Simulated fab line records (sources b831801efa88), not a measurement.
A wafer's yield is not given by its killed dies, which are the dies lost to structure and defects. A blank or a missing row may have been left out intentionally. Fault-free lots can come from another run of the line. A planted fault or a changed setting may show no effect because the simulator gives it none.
What tool caused it?    flow gf180mcu    24 lots, 72 wafers sampled, at 6 steps of a route of 602

== WHAT THE GAUGES SHOWED, per wafer ==
GF_V3_THK_MEAS_01.
lot   measured      on            V3_CVD_00_THK (nm)
L074  day 21 03:16  filmMetro-03  599 601 597
L075  day 21 13:25  filmMetro-03  598 603 592
L076  day 21 20:43  filmMetro-01  595 598 594
L077  day 22 16:22  filmMetro-03  598 597 605
L078  day 22 23:23  filmMetro-01  614 604 604
L079  day 23 09:21  filmMetro-02  599 605 604
L080  day 23 15:51  filmMetro-01  602 592 584
L081  day 23 16:40  filmMetro-01  598 608 600
L082  day 24 12:11  filmMetro-01  600 602 601
L083  day 24 13:38  filmMetro-03  600 612 602
L084  day 24 20:43  filmMetro-01  591 598 592
L085  day 25 07:14  filmMetro-03  580 593 587
L086  day 25 17:14  filmMetro-01  614 599 599
L087  day 26 03:11  filmMetro-03  596 604 593
L088  day 26 20:22  filmMetro-01  596 594 598
L089  day 26 22:23  filmMetro-02  594 598 596
L090  day 27 03:08  filmMetro-02  589 591 590
L091  day 27 09:37  filmMetro-02  593 592 597
L092  day 27 21:01  filmMetro-01  599 602 597
L093  day 27 21:32  filmMetro-02  606 596 596
L094  day 28 04:02  filmMetro-01  601 587 598
L095  day 28 10:13  filmMetro-01  587 586 586
L096  day 28 13:53  filmMetro-03  606 598 598
L097  day 28 22:17  filmMetro-02  597 607 602

GF_M4_RS_MEAS_05: the measuring method here is four-point-probe.
lot   measured      on            M4_ALCU_RS (ohm/sq)
L074  day 22 05:13  filmMetro-02  0.0696 0.0700 0.0696
L075  day 22 14:20  filmMetro-01  0.0693 0.0686 0.0685
L076  day 22 22:21  filmMetro-01  0.0686 0.0697 0.0694
L077  day 23 17:44  filmMetro-02  0.0694 0.0696 0.0695
L078  day 24 00:32  filmMetro-04  0.0700 0.0711 0.0696
L079  day 24 10:08  filmMetro-01  0.0695 0.0695 0.0698
L080  day 24 16:21  filmMetro-04  0.0695 0.0700 0.0695
L081  day 24 17:22  filmMetro-01  0.0699 0.0697 0.0703
L082  day 25 12:10  filmMetro-01  0.0696 0.0685 0.0693
L083  day 25 13:25  filmMetro-01  0.0686 0.0681 0.0684
L084  day 25 20:34  filmMetro-04  0.0697 0.0695 0.0692
L085  day 26 06:42  filmMetro-01  0.0693 0.0694 0.0697
L086  day 26 16:46  filmMetro-01  0.0705 0.0702 0.0695
L087  day 27 02:51  filmMetro-04  0.0708 0.0691 0.0698
L088  day 27 18:46  filmMetro-01  0.0698 0.0701 0.0694
L089  day 27 20:01  filmMetro-04  0.0700 0.0696 0.0694
L090  day 28 01:11  filmMetro-01  0.0687 0.0688 0.0685
L091  day 28 07:27  filmMetro-02  0.0690 0.0697 0.0697
L092  day 28 19:14  filmMetro-04  0.0697 0.0710 0.0702
L093  day 28 19:19  filmMetro-02  0.0683 0.0693 0.0693
L094  day 29 02:16  filmMetro-01  0.0690 0.0681 0.0686
L095  day 29 07:23  filmMetro-04  0.0687 0.0690 0.0691
L096  day 29 11:17  filmMetro-04  0.0691 0.0694 0.0694
L097  day 29 19:19  filmMetro-01  0.0684 0.0699 0.0691

GF_V4_BOW_MEAS_05.
lot   measured      on            V4_BOW (um)
L074  day 23 05:47  filmMetro-03  142 150 146
L075  day 23 13:57  filmMetro-02  132 147 126
L076  day 23 22:12  filmMetro-02  137 140 148
L077  day 24 17:08  filmMetro-03  145 132 125
L078  day 25 00:04  filmMetro-03  123 122 117
L079  day 25 08:52  filmMetro-04  135 127 143
L080  day 25 15:31  filmMetro-02  123 124 132
L081  day 25 16:29  filmMetro-02  126 123 134
L082  day 26 10:08  filmMetro-03  137 133 145
L083  day 26 11:10  filmMetro-02  135 129 129
L084  day 26 18:35  filmMetro-03  132 130 146
L085  day 27 04:20  filmMetro-02  145 134 144
L086  day 27 13:32  filmMetro-04  113 110 105
L087  day 27 23:53  filmMetro-02  117 127 139
L088  day 28 15:55  filmMetro-04  124 135 139
L089  day 28 16:53  filmMetro-03  128 113 130
L090  day 28 22:17  filmMetro-03  140 137 121
L091  day 29 03:31  filmMetro-02  133 126 128
L092  day 29 15:22  filmMetro-04  123 123 112
L093  day 29 15:39  filmMetro-03  129 137 144
L094  day 29 22:43  filmMetro-03  132 130 128
L095  day 30 03:47  filmMetro-03  128 133 131
L096  day 30 07:11  filmMetro-03  146 139 139
L097  day 30 14:44  filmMetro-02  145 137 119

GF_TOP_METAL_OVL_MEAS_15.
lot   measured      on          TOP_METAL_OVL (nm)
L074  day 27 22:08  overlay-02  -1.6 -3.5 -2.8
L075  day 28 04:41  overlay-02  1.2 -0.1 1.0
L076  day 28 11:50  overlay-01  -0.5 -1.0 0.1
L077  day 29 05:05  overlay-01  -0.5 -0.9 -1.6
L078  day 29 17:54  overlay-01  -3.6 -2.1 -2.8
L079  day 29 18:38  overlay-01  1.0 0.7 1.0
L080  day 29 23:21  overlay-01  1.0 2.3 1.1
L081  day 30 00:06  overlay-01  -0.8 0.6 0.1
L082  day 30 16:07  overlay-02  0.1 -0.5 -0.8
L083  day 30 17:14  overlay-02  -1.3 -1.8 0.0
L084  day 30 23:38  overlay-01  1.1 0.4 1.0
L085  day 31 08:02  overlay-02  0.1 1.3 0.8
L086  day 31 16:20  overlay-01  -0.9 0.3 -0.9
L087  day 32 00:28  overlay-01  0.2 -1.6 -1.0
L088  day 32 14:14  overlay-01  -1.8 -0.8 -2.1
L089  day 32 15:06  overlay-02  2.8 3.1 1.1
L090  day 32 19:29  overlay-01  1.5 1.1 -1.9
L091  day 33 01:05  overlay-01  0.5 0.0 0.7
L092  day 33 10:05  overlay-01  -1.8 1.0 1.3
L093  day 33 11:19  overlay-01  1.6 -0.4 0.1
L094  day 34 02:32  overlay-01  3.0 2.5 2.1
L095  day 34 03:29  overlay-02  0.4 2.1 -0.8
L096  day 34 02:50  overlay-02  -0.3 -1.3 1.5
L097  day 34 06:08  overlay-02  -0.8 -0.4 1.2

== TOOL THAT RAN EACH LOT (tool first, then ch and the chambers of the sampled wafers, then the start) ==
lot   GF_MIM_SPUTTER_03            GF_TOP_METAL_SPUTTER_03
L074  pvdSputter-03, day 24 06:15  pvdSputter-03, day 27 02:07
L075  pvdSputter-03, day 24 14:18  pvdSputter-03, day 27 09:02
L076  pvdSputter-04, day 24 22:01  pvdSputter-02, day 27 15:54
L077  pvdSputter-01, day 25 16:02  pvdSputter-02, day 28 09:25
L078  pvdSputter-03, day 25 23:35  pvdSputter-01, day 28 23:17
L079  pvdSputter-01, day 26 07:55  pvdSputter-03, day 28 23:45
L080  pvdSputter-03, day 26 14:27  pvdSputter-01, day 29 04:24
L081  pvdSputter-03, day 26 15:25  pvdSputter-02, day 29 05:42
L082  pvdSputter-03, day 27 08:09  pvdSputter-01, day 29 21:59
L083  pvdSputter-01, day 27 09:26  pvdSputter-02, day 29 22:35
L084  pvdSputter-04, day 27 16:48  pvdSputter-01, day 30 06:08
L085  pvdSputter-01, day 28 02:11  pvdSputter-03, day 30 13:56
L086  pvdSputter-01, day 28 10:27  pvdSputter-01, day 30 22:52
L087  pvdSputter-03, day 28 20:37  pvdSputter-01, day 31 07:28
L088  pvdSputter-04, day 29 12:28  pvdSputter-02, day 31 21:41
L089  pvdSputter-04, day 29 13:24  pvdSputter-02, day 31 22:57
L090  pvdSputter-04, day 29 18:39  pvdSputter-01, day 32 03:35
L091  pvdSputter-03, day 30 00:18  pvdSputter-02, day 32 09:44
L092  pvdSputter-03, day 30 11:47  pvdSputter-01, day 32 18:00
L093  pvdSputter-01, day 30 12:45  pvdSputter-02, day 32 19:18
L094  pvdSputter-03, day 30 19:14  pvdSputter-03, day 33 10:44
L095  pvdSputter-01, day 31 00:01  pvdSputter-03, day 33 11:14
L096  pvdSputter-01, day 31 02:46  pvdSputter-01, day 33 11:05
L097  pvdSputter-03, day 31 09:55  pvdSputter-01, day 33 14:46
- GF_MIM_SPUTTER_03: material Ti, target thk 10 nm, time 6.7 s.
- GF_TOP_METAL_SPUTTER_03: material Ti, target thk 5 nm, time 3.3 s.

== AS READ BY THE TOOLS THEMSELVES (means over the sampled wafers that have a number; for cases with no such wafer, the mark the record gives instead) ==
GF_MIM_SPUTTER_03.
lot   tool           throttleValvePct (%)
L074  pvdSputter-03  30.3
L075  pvdSputter-03  30.5
L076  pvdSputter-04  29.6
L077  pvdSputter-01  30.8
L078  pvdSputter-03  30.0
L079  pvdSputter-01  31.0
L080  pvdSputter-03  30.3
L081  pvdSputter-03  30.4
L082  pvdSputter-03  30.1
L083  pvdSputter-01  30.6
L084  pvdSputter-04  29.6
L085  pvdSputter-01  31.1
L086  pvdSputter-01  30.7
L087  pvdSputter-03  30.7
L088  pvdSputter-04  29.6
L089  pvdSputter-04  29.7
L090  pvdSputter-04  29.7
L091  pvdSputter-03  29.8
L092  pvdSputter-03  30.3
L093  pvdSputter-01  30.7
L094  pvdSputter-03  30.3
L095  pvdSputter-01  30.4
L096  pvdSputter-01  30.3
L097  pvdSputter-03  30.2

GF_TOP_METAL_SPUTTER_03.
lot   tool           throttleValvePct (%)
L074  pvdSputter-03  30.3
L075  pvdSputter-03  30.1
L076  pvdSputter-02  30.8
L077  pvdSputter-02  30.1
L078  pvdSputter-01  30.6
L079  pvdSputter-03  30.4
L080  pvdSputter-01  30.1
L081  pvdSputter-02  30.3
L082  pvdSputter-01  30.7
L083  pvdSputter-02  30.4
L084  pvdSputter-01  30.3
L085  pvdSputter-03  29.8
L086  pvdSputter-01  30.9
L087  pvdSputter-01  30.3
L088  pvdSputter-02  30.4
L089  pvdSputter-02  30.2
L090  pvdSputter-01  30.4
L091  pvdSputter-02  30.6
L092  pvdSputter-01  30.5
L093  pvdSputter-02  30.3
L094  pvdSputter-03  30.0
L095  pvdSputter-03  30.0
L096  pvdSputter-01  31.1
L097  pvdSputter-01  30.7

== THE ANSWER, worked out from the rows above alone ==
Rule: usual is defined by the lots themselves. Put in order of their means at a reading, lots are off if they are a third of the lots or fewer, leave a main group of 4 or more, and stand apart from it by a gap of 3 or more times the standard deviation of the main group's means; of several such gaps the widest counts. A main group is skipped when, at the precision printed for the reading in the tables above, its means are all equal. A lot without any number at a reading at which 4 lots or more have one is off too. Where the step has rows for the other lots, those lots are counted as sound. Order of review: gauges by route order, followed by the tools' own readings, for which a lot's mean as printed above is used. The first step at which some lot is off is used, and at that step the reading that is off furthest; a lot without a number counts as furthest.
None of the lots is off at any reading shown; this tells nothing.

== WHAT THE SIMULATOR HAD INSERTED ==
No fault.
